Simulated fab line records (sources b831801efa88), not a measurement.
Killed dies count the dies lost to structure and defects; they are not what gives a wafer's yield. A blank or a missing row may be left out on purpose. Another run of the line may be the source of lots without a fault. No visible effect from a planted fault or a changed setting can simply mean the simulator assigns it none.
Struck lot and sound lot, side by side | flow sky130 | 34 steps out of a route of 708
Sound: the wafers L427.2, L427.4, L427.5. Struck: wafer L435.2 (L435.1, L435.3, from the same lot, were not struck and are left out); the cause is given at the end.
For every step that has rows: the tool of each side, followed by ch and its chambers, followed by its first start. Under that, the readings that differ: sound wafers | struck wafers | difference of the means | sigmas: that difference in standard deviations of wafers without a fault.
alike: same words and numbers on both sides, and readings whose means sit less than 2 such deviations apart. not compared: any withheld reading, any reading some wafer has no value for, any bound like >300 that may hide the same value, and any number with overlapping values for which the record gives no deviation.
A row with sigmas, a row that says differs or no value, or rows on one side alone: a step with any of these is where the two part. Numbers that have no deviation but don't overlap get no sigmas and don't part them. A reading that every wafer of one side lacks parts them only if that side has two wafers or more.

first, 9 steps without rows for these wafers: SKY_LI_CONTACT_CMP_02 (polishes PSG); SKY_LI_CONTACT_DEHYDRATE_04 (time 60 s); SKY_LI_CONTACT_HMDS_05 (prime time 60 s); SKY_LI_CONTACT_COAT_06 (resist thk 60 nm); SKY_LI_CONTACT_COAT_07 (resist thk 450 nm); SKY_LI_CONTACT_SOFTBAKE_08 (time 90 s); SKY_LI_CONTACT_EXPOSE_09 (exposes mask LICM1, target cd 170 nm); SKY_LI_CONTACT_PEB_10; SKY_LI_CONTACT_DEVELOP_11 (develop time 60 s).
SKY_LI_CONTACT_ETCH_14: etches BARC in N2/H2, stops on SiO2, time 45.9 s, target depth 60 nm.
  sound on rie-diel-02 ch 1,2, day 32 03:17; struck on rie-diel-02 ch 1, day 34 15:49
  alike: chamber-pressure-mTorr, drypump-motor-current-A, oes-product-au, throttle-valve-pct
  not compared: rf-hours-counter-h
then, 23 steps without rows for these wafers: SKY_LI_CONTACT_ETCH_15 (etches PSG in C4F8/O2/Ar, stops on Si, target depth 600 nm); SKY_LI_CONTACT_STRIP_16 (strips in O2/N2); SKY_LI_CONTACT_CLEAN_17 (cleans in NMP, time 600 s); SKY_LI_CONTACT_PRE_CLEAN_18 (time 5.6 s); SKY_LI_CONTACT_SPUTTER_19 (material Ti, target thk 20 nm, time 106.37 s); SKY_LI_CONTACT_SPUTTER_20 (material TiN, target thk 20 nm, time 80 s); SKY_LI_CONTACT_CVD_21 (deposits W, target thk 400 nm, time 120.56 s); SKY_LI_CONTACT_CMP_24 (polishes, stops on PSG, t overpolish 20 s, target thk 0 nm); SKY_LOCAL_INTERCONNECT_SPUTTER_00 (material TiN, target thk 100 nm, time 83.3 s); SKY_LOCAL_INTERCONNECT_DEHYDRATE_03 (time 60 s); SKY_LOCAL_INTERCONNECT_HMDS_04 (prime time 60 s); SKY_LOCAL_INTERCONNECT_COAT_05 (resist thk 60 nm); SKY_LOCAL_INTERCONNECT_COAT_06 (resist thk 450 nm); SKY_LOCAL_INTERCONNECT_SOFTBAKE_07 (time 90 s); SKY_LOCAL_INTERCONNECT_EXPOSE_08 (exposes mask LI1M, target cd 170 nm); SKY_LOCAL_INTERCONNECT_PEB_09; SKY_LOCAL_INTERCONNECT_DEVELOP_10 (develop time 60 s); SKY_LOCAL_INTERCONNECT_ETCH_13 (etches BARC in N2/H2, stops on SiO2, time 45.9 s, target depth 60 nm); SKY_LOCAL_INTERCONNECT_METAL_ETCH_14 (etches TiN in Cl2/BCl3, stops on PSG, target depth 110 nm, time 31.4 s); SKY_LOCAL_INTERCONNECT_STRIP_15 (strips in O2/N2); SKY_LOCAL_INTERCONNECT_STRIP_16 (strips in post etch residue remover, time 1200 s); SKY_LOCAL_INTERCONNECT_CLEAN_17 (cleans in IPA, time 180 s); SKY_LOCAL_INTERCONNECT_CLEAN_18 (cleans in O3/DIW).
-- record jumps: 15 days separate the struck wafers' starts on either side; left off in module LOCAL_INTERCONNECT, taken up again in module PAD_OPEN, whose first shown step is the route's number 708 --
SKY_PAD_OPEN_PROBE_99:
  sound on prober-01 at day 48 04:04; struck on prober-01 at day 49 17:54
  reading            | sound    | struck | difference | sigmas
  killed-at-contacts | 22 17 24 | 99     | +78        | +14
  killed-dies        | 78 69 71 | 152    | +79        | +9
  killed-on-rim      | 15 8 15  | 21     | +8         | +2
  alike: killed_at_M0_to_M3, killed_at_M4_up, killed-at-front-end, killed-at-other, killed-open, killed-short

## WHERE THEY PART
SKY_PAD_OPEN_PROBE_99 only, going by this record.

WHY: what had been put in by the simulator
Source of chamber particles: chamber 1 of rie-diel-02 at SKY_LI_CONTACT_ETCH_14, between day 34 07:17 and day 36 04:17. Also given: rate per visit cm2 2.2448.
